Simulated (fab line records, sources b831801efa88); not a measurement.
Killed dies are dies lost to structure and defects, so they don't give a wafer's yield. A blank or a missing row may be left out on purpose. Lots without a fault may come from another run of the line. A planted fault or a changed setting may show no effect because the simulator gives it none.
A struck lot beside a sound one | flow sky130 | 14 steps out of a route of 708
Sound: wafers L789.1, L789.2, L789.4. Struck: wafer L796.5. (L796.1, L796.6 of the same lot were not struck and are left out.) The cause comes at the end.
At each step with rows: each side's tool, then ch and its chambers, then its first start. Under that, the readings that differ: sound wafers | struck wafers | difference of the means | sigmas: that difference in standard deviations of wafers without a fault.
alike: readings whose means differ by less than 2 such deviations, and words and numbers that are the same on both sides. not compared: withheld readings, readings that some wafer has no value for, bounds like >300 that may hide the same value, and numbers for which the record gives no deviation and whose values overlap.
The two part at a step that has a row with sigmas, a row that says differs or no value, or rows on one side only. Numbers that don't overlap but have no deviation are shown without sigmas and don't part them. A reading that every wafer of one side lacks parts them only if that side has two wafers or more.

first, 8 steps without rows for these wafers: SKY_POLY_GATE_DEHYDRATE_05 (time 60 s); SKY_POLY_GATE_HMDS_06 (prime time 60 s); SKY_POLY_GATE_COAT_07 (resist thk 110 nm); SKY_POLY_GATE_COAT_08 (resist thk 450 nm); SKY_POLY_GATE_SOFTBAKE_09 (time 90 s); SKY_POLY_GATE_EXPOSE_10 (exposes mask P1M, target cd 150 nm); SKY_POLY_GATE_PEB_11; SKY_POLY_GATE_DEVELOP_12 (develop time 60 s).
SKY_POLY_GATE_CD_MEAS_13: target cd 150 nm.
  sound on cd_sem-01, day 17 21:12; struck on cd_sem-01, day 20 13:28
  alike: cd_nm
SKY_POLY_GATE_OVL_MEAS_14:
  sound on overlay-01, day 17 21:19; struck on overlay-01, day 20 13:35
  reading            | sound | struck | difference | sigmas
  POLY_GATE_OVL (nm) | 1 9 0 | 14     | +11        | +2
SKY_POLY_GATE_ETCH_15: etches BARC in N2/H2, stops on SiO2, time 118.5 s, target depth 110 nm.
  sound on rie_diel-03 ch 0,2,3, day 17 21:22; struck on rie_diel-03 ch 1, day 20 13:37
  alike: bias_w, chamber_pressure_mTorr, drypump_motor_current_A, n2_flow_sccm, oes_product_au, rf_fwd_power_W, throttle_valve_pct
  not compared: rf_hours_counter_h
SKY_POLY_GATE_ETCH_16: etches Si3N4 in CH3F/O2, stops on poly-Si, time 147.5 s, target depth 75 nm.
  sound on rie_diel-03 ch 0,2,3, day 17 21:26; struck on rie_diel-03 ch 1, day 20 13:42
  alike: bias_w, chamber_pressure_mTorr, drypump_motor_current_A, oes_product_au, rf_fwd_power_W, throttle_valve_pct
  not compared: rf_hours_counter_h
SKY_POLY_GATE_ETCH_17: etches poly-Si in HBr/Cl2, stops on SiO2, target depth 180 nm, time 70.5 s.
  sound on rie_si-02 ch 1,2,3, day 17 21:32; struck on rie_si-02 ch 0, day 20 13:48
  reading                               | sound               | struck | difference | sigmas
  chamber_pressure_mTorr (mTorr)        | 10.007 9.992 10.004 | 9.980  | -0.021     | -2
  oes_product_au (a.u.)                 | 0.966 0.977 0.984   | 0.949  | -0.027     | -3
  rf_fwd_power_W (W)                    | 397.6 395.9 396.5   | 335.2  | -61.5      | -51
  model.POLY_GATE.feature_depth_nm (nm) | 176.7 177.2 177.9   | 167.9  | -9.4       |
  model.etch.depth_nm (nm)              | 176.7 177.2 177.9   | 167.9  | -9.4       |
  alike: bias_w, drypump_motor_current_A, throttle_valve_pct
  not compared: rf_hours_counter_h, model.KrF-thick_of_POLY_GATE_COAT_08.thk_nm
SKY_POLY_GATE_STRIP_18: strips in O2/N2.
  sound on plasma_asher-02 ch 0,1, day 17 21:36; struck on plasma_asher-04 ch 1, day 20 13:51
  alike: chamber_pressure_mTorr, drypump_motor_current_A, n2_flow_sccm, oes_product_au, strip_time_to_endpoint_s
  not compared: rf_hours_counter_h

WHERE THEY PART
First at SKY_POLY_GATE_OVL_MEAS_14; last, within this record, at SKY_POLY_GATE_ETCH_17. Later steps at which nothing parts them and some readings are alike: SKY_POLY_GATE_STRIP_18.

WHY: what the simulator had put in
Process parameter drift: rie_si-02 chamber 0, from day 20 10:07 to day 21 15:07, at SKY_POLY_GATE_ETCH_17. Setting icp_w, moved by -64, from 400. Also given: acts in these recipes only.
